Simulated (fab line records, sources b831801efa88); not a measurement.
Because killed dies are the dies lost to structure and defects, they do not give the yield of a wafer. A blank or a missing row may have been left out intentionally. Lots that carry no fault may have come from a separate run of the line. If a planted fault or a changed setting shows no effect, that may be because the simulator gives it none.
A struck lot beside a sound one / flow sky130 / 15 steps out of a route of 708
Sound: the wafers L203.1, L203.2, L203.3. Wafers struck: L210.2, L210.5, L210.6. Last of all comes the cause.
Order at every step that has rows: each side's tool, ch and its chambers, its first start. Under that, the readings that differ: sound wafers / struck wafers / difference of the means / sigmas: that difference in standard deviations of wafers without a fault.
alike: words and numbers the same on both sides, and readings whose means are apart by under 2 such deviations; not compared: readings that were withheld, readings missing a value for some wafer, numbers with overlapping values and no deviation given by the record, and bounds like >300 which may hide the same value.
The two part at a step that has a row with sigmas, a row that says differs or no value, or rows on one side only. When numbers do not overlap yet have no deviation, they are printed without sigmas and do not part them. A reading that every wafer of one side lacks parts them only if that side has two wafers or more.

first, 1 step without rows for these wafers: SKY_GATE_OXIDE_OXIDATION_01 (stabilise 600 s, purge 300 s, target thk 10.268 nm).
SKY_GATE_OXIDE_THK_MEAS_02:
  sound on film-metro-01, day 13 01:52; struck on film-metro-01, day 15 07:39
  alike: GATE_OXIDE_OXIDATION_00_THK
then, 7 steps without rows for these wafers: SKY_GATE_OXIDE_DEHYDRATE_03 (time 60 s); SKY_GATE_OXIDE_HMDS_04 (prime time 60 s); SKY_GATE_OXIDE_COAT_05 (resist thk 1140 nm); SKY_GATE_OXIDE_SOFTBAKE_06 (time 60 s); SKY_GATE_OXIDE_EXPOSE_07 (exposes mask LVOM, target cd 600 nm); SKY_GATE_OXIDE_PEB_08; SKY_GATE_OXIDE_DEVELOP_09 (develop time 60 s).
SKY_GATE_OXIDE_OVL_MEAS_10:
  sound on overlay-02, day 14 02:17; struck on overlay-01, day 16 11:21
  alike: GATE_OXIDE_OVL
then, 2 steps without rows for these wafers: SKY_GATE_OXIDE_IMPLANT_11; SKY_GATE_OXIDE_WET_ETCH_12 (etches SiO2 in dHF, target depth 16.8 nm, time 336 s).
SKY_GATE_OXIDE_STRIP_13: strips in O2/N2.
  sound on plasma-asher-02 ch 0,1, day 14 02:35; struck on plasma-asher-02 ch 0,1, day 16 11:38
reading=oes-product-au (a.u.); sound=0.715 0.712 0.713; struck=0.941 0.941 0.939; difference=+0.227; sigmas=+49
reading=strip-time-to-endpoint-s (s); sound=14.14 14.22 14.15; struck=- - -; difference=no value on the struck wafers; sigmas=
reading=model.NOVOLAK_of_GATE_OXIDE_COAT_05.thk-nm (nm); sound=0 0 0; struck=316 315.5 315.5; difference=+316; sigmas=
  alike: drypump-motor-current-A
  not compared: rf-hours-counter-h
SKY_GATE_OXIDE_TW_MEAS_14:
  sound on film-metro-02, day 14 02:41; struck on film-metro-01, day 16 11:45
  alike: GATE_OXIDE_TW
-- here the record skips 32 days between the struck wafers' starts before and after, leaving off in module GATE_OXIDE and picking up in module PAD_OPEN (first step shown: number 708 of the route) --
SKY_PAD_OPEN_PROBE_99:
  sound on prober-01, day 45 20:16; struck on prober-02, day 48 01:59
reading=killed-at-front-end; sound=15 9 11; struck=425 418 405; difference=+404; sigmas=+99
reading=killed-dies; sound=92 73 79; struck=492 492 492; difference=+411; sigmas=+47
reading=killed-on-rim; sound=18 11 17; struck=96 96 96; difference=+81; sigmas=+20
  alike: killed_at_M0_to_M3, killed_at_M4_up, killed-at-contacts, killed-at-other, killed-open, killed-short

== WHERE THEY PART ==
At SKY_GATE_OXIDE_STRIP_13 first; at SKY_PAD_OPEN_PROBE_99 last (within this record only).

WHY: what had been put in by the simulator
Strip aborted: plasma-asher-02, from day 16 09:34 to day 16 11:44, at SKY_GATE_OXIDE_STRIP_13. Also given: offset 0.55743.
